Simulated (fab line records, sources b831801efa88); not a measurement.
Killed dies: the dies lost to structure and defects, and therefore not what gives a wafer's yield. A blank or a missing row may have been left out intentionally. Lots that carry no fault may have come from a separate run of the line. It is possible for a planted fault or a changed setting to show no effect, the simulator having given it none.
2 desks looking at one fault -- flow sky130 -- every desk sees just its own numbers, and what lay behind them comes last

## THE METROLOGY DESK
Lot by lot, what the gauges showed, no matter which tool ran the lot: averages of those sampled wafers that carry a number. If a lot's mean is further than 4 standard deviations from the usual mean, the lot is out of limits and carries the mark OUT (the distance appears in the brackets).
Columns: A = VIA3_W_RS at SKY_VIA3_RS_MEAS_22, usual 0.296 ohm/sq; B = VIA3_W_THK at SKY_VIA3_THK_MEAS_23, usual 412 nm
lot,first seen here,A,B
L765,day 41 14:45,0.295,411
L770,day 42 18:58,0.296,408
L780,day 45 14:25,0.297,406
L784,day 46 12:27,0.297,410
L785,day 46 22:43,0.298,409
This desk's finding: nothing out of limits on any of the 5 lots.

## DESK OF THE TOOL OWNER: pvd sputter-03
The tool's own readings at SKY_METAL4_SPUTTER_03 (material Ti, target thk 5 nm, time 3.3 s): means of the sampled wafers that have a number, for each lot that ran on this tool. If a lot's mean is further than 4 standard deviations from the usual mean, the lot is out of limits and carries the mark OUT (the distance appears in the brackets).
Columns: A = throttle valve pct at SKY_METAL4_SPUTTER_03, usual 29.8 %
lot,first seen here,A
L770,day 42 19:28,28.8
L780,day 45 14:58,29.7
This desk's finding: nothing out of limits on any of the 2 lots.

## PUT TOGETHER
From the metrology desk's view, nothing was out of limits.
The desk of the tool owner found nothing out of limits.

## WHAT THE SIMULATOR PUT IN
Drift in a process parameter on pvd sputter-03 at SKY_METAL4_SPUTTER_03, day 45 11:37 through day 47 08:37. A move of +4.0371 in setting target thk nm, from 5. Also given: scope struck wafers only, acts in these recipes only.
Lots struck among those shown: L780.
